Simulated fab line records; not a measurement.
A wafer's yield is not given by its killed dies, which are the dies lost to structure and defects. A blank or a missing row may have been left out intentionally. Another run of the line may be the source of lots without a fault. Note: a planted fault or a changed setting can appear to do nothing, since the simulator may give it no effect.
The tool behind it: which one? :: flow gf180mcu :: 18 wafers from 6 lots sampled at 4 of the route's 602 steps

## WHAT THE GAUGES READ, wafer by wafer
GF_M3_THK_MEAS_06: measures by xrf.
lot: L519
measured: day 20 18:46
on: film metro-01
M3_ALCU_THK (nm): 456 455 452

lot: L536
measured: day 26 19:55
on: film metro-02
M3_ALCU_THK (nm): 447 444 447

lot: L538
measured: day 27 02:30
on: film metro-02
M3_ALCU_THK (nm): 451 450 448

lot: L540
measured: day 27 19:16
on: film metro-04
M3_ALCU_THK (nm): 453 449 451

## EACH LOT AND THE TOOL THAT RAN IT (in order: tool; ch and the chambers of the sampled wafers; start)
lot: L519
GF_M2_SPUTTER_03: pvd sputter-04, day 18 14:49
GF_V2_STRIP_18: plasma asher-01 ch 0,1, day 20 17:13
GF_V2_CMP_26: cmp-02 ch 1,2, day 20 18:06

lot: L522
GF_M2_SPUTTER_03: pvd sputter-03, day 20 13:05
GF_V2_STRIP_18: plasma asher-03 ch 0,1, day 22 14:11
GF_V2_CMP_26: cmp-01 ch 0,2,3, day 22 15:13

lot: L524
GF_M2_SPUTTER_03: pvd sputter-04, day 21 21:46
GF_V2_STRIP_18: plasma asher-01 ch 0,1, day 23 21:53
GF_V2_CMP_26: cmp-02 ch 0,2,3, day 23 22:52

lot: L536
GF_M2_SPUTTER_03: pvd sputter-02, day 24 22:19
GF_V2_STRIP_18: plasma asher-01 ch 0,1, day 26 18:17
GF_V2_CMP_26: cmp-02 ch 1,3, day 26 19:16

lot: L538
GF_M2_SPUTTER_03: pvd sputter-04, day 25 05:13
GF_V2_STRIP_18: plasma asher-03 ch 0,1, day 27 00:55
GF_V2_CMP_26: cmp-01 ch 0,2,3, day 27 01:54

lot: L540
GF_M2_SPUTTER_03: pvd sputter-02, day 25 22:58
GF_V2_STRIP_18: plasma asher-01 ch 0,1, day 27 17:41
GF_V2_CMP_26: cmp-02 ch 0,1,3, day 27 18:41
- GF_M2_SPUTTER_03: material Ti, target thk 10 nm, time 6.7 s.
- GF_V2_STRIP_18: strips in O2/N2.
- GF_V2_CMP_26: polishes, stops on SiO2, t overpolish 15 s, target thk 0 nm.

## THE ANSWER, worked out from the rows above alone
Rule: the usual values come from the lots themselves. The widest of any qualifying gaps counts: lots, ordered by their means at a reading, are off when they make up no more than a third of the lots, leave a main group of 4 or more, and stand apart from it by 3 or more times the standard deviation of that group's means. Not used: any main group whose means are identical at the precision the tables above print for the reading. A lot without any number at a reading at which 4 lots or more have one is off too. Any other lot the step has rows for is counted as sound.
No lot is off at any reading shown: from this, nothing can be told.

## WHAT THE SIMULATOR PUT IN
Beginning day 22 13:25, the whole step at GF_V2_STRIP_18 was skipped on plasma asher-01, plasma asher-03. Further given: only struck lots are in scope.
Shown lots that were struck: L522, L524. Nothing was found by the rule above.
